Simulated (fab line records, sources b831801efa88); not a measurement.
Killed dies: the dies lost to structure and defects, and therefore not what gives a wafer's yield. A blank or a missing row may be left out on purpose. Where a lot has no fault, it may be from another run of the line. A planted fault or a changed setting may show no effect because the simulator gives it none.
A struck lot beside a sound one | flow sky130 | 36 steps out of a route of 708
Sound: these wafers, L718.4, L718.5, L718.6. The struck wafers were L735.2, L735.4, L735.6. Last of all comes the cause.
At each step with rows: each side's tool, then ch and its chambers, then its first start. Under that, the readings that differ: sound wafers | struck wafers | difference of the means | sigmas: that difference in standard deviations of wafers without a fault.
alike: a reading whose means differ by less than 2 such deviations, as well as words and numbers matching on both sides. not compared: withheld readings; readings where some wafer has no value; bounds like >300 that might hide an equal value; numbers whose values overlap and for which the record gives no deviation.
Wherever a step has rows on one side only, a row that says differs or no value, or a row with sigmas, the two part there. When numbers do not overlap yet have no deviation, they are printed without sigmas and do not part them. A reading missing from all wafers of one side parts the sides only when that side holds two or more wafers.

first, 10 steps without rows for these wafers: SKY_VIA3_ETCH_15 (etches SiO2 in C4F8/O2/Ar, stops on TiN, target depth 507 nm, time 78 s); SKY_VIA3_STRIP_16 (strips in O2/N2); SKY_VIA3_STRIP_17 (strips in post etch residue remover, time 1200 s); SKY_VIA3_CLEAN_18 (cleans in IPA, time 180 s); SKY_VIA3_CLEAN_19 (cleans in O3/DIW); SKY_VIA3_SPUTTER_20 (material TiN, target thk 20 nm, time 80 s); SKY_VIA3_CVD_21 (deposits W, target thk 390 nm, time 117.31 s); SKY_VIA3_CMP_24 (polishes, stops on SiO2, t overpolish 20 s, target thk 0 nm); SKY_METAL4_SPUTTER_00 (material Ti, target thk 15 nm, time 10 s); SKY_METAL4_SPUTTER_01 (material TiN, target thk 20 nm, time 16.7 s).
SKY_METAL4_SPUTTER_02: material AlCu, target thk 735 nm, time 39.1 s.
  struck on pvd sputter-03, day 45 19:54; sound on pvd sputter-04, day 41 01:49
  alike: throttle valve pct
then, 24 steps without rows for these wafers: SKY_METAL4_SPUTTER_03 (material Ti, target thk 5 nm, time 3.3 s); SKY_METAL4_SPUTTER_04 (material TiN, target thk 70 nm, time 58.3 s); SKY_CAP2M_CVD_00 (deposits SiO2, target thk 15.5 nm); SKY_CAP2M_SPUTTER_02 (material TiN, target thk 200 nm, time 166.7 s); SKY_CAP2M_DEHYDRATE_05 (time 60 s); SKY_CAP2M_HMDS_06 (prime time 60 s); SKY_CAP2M_COAT_07 (resist thk 1140 nm); SKY_CAP2M_SOFTBAKE_08 (time 60 s); SKY_CAP2M_EXPOSE_09 (exposes mask CAP2M, target cd 1000 nm); SKY_CAP2M_PEB_10; SKY_CAP2M_DEVELOP_11 (develop time 60 s); SKY_CAP2M_METAL_ETCH_13 (etches TiN in Cl2/BCl3, stops on SiO2, target depth 220 nm, time 62.9 s); SKY_CAP2M_STRIP_14 (strips in O2/N2); SKY_CAP2M_STRIP_15 (strips in post etch residue remover, time 1200 s); SKY_CAP2M_CLEAN_16 (cleans in IPA, time 180 s); SKY_CAP2M_CLEAN_17 (cleans in O3/DIW); SKY_METAL4_DEHYDRATE_05 (time 60 s); SKY_METAL4_HMDS_06 (prime time 60 s); SKY_METAL4_COAT_07 (resist thk 60 nm); SKY_METAL4_COAT_08 (resist thk 1140 nm); SKY_METAL4_SOFTBAKE_09 (time 90 s); SKY_METAL4_EXPOSE_10 (exposes mask MM4, target cd 300 nm); SKY_METAL4_PEB_11; SKY_METAL4_DEVELOP_12 (develop time 60 s).
-- the record jumps here: 5 days lie between the struck wafers' starts before and after (it left off in module METAL4 and takes up again in module PAD_OPEN, whose first step shown is number 708 of the route) --
SKY_PAD_OPEN_PROBE_99:
  struck on prober-01, day 50 18:41; sound on prober-02, day 46 20:41
  reading                               | sound             | struck            | difference | sigmas
  defect limited yield (%)              | 80.9 81.1 83.9    | 75.8 73.4 73.2    | -7.8       | -4
  killed_at_M4_up                       | 6 2 2             | 45 52 53          | +47        | +26
  killed dies                           | 94 93 79          | 119 131 132       | +39        | +4
  killed short                          | 47 46 44          | 25 32 43          | -12        | -2
  sort_bin_5_function (%)               | 10.6 11.4 8.5     | 15.7 18.9 17.5    | +7.2       | +5
  sort n pass                           | 398 399 413       | 373 361 360       | -39        | -4
  sort yield pct (%)                    | 80.9 81.1 83.9    | 75.8 73.4 73.2    | -7.8       | -4
  model.etest.tester.sort n pass        | 398 399 413       | 373 361 360       | -39        |
  model.etest.tester.sort yield pct (%) | 80.89 81.1 83.94  | 75.81 73.37 73.17 | -7.86      |
  model.etest.tester.sort_bin_5_pct (%) | 10.57 11.38 8.537 | 15.65 18.9 17.48  | +7.18      |
  alike: killed_at_M0_to_M3, killed at contacts, killed at front end, killed at other, killed open, sort_bin_3_pad_short, sort_bin_6_memory
  not compared: model.etest.tester.sort_bin_3_pct

== WHERE THEY PART ==
Only at SKY_PAD_OPEN_PROBE_99, within this record.

WHY: what the simulator had put in
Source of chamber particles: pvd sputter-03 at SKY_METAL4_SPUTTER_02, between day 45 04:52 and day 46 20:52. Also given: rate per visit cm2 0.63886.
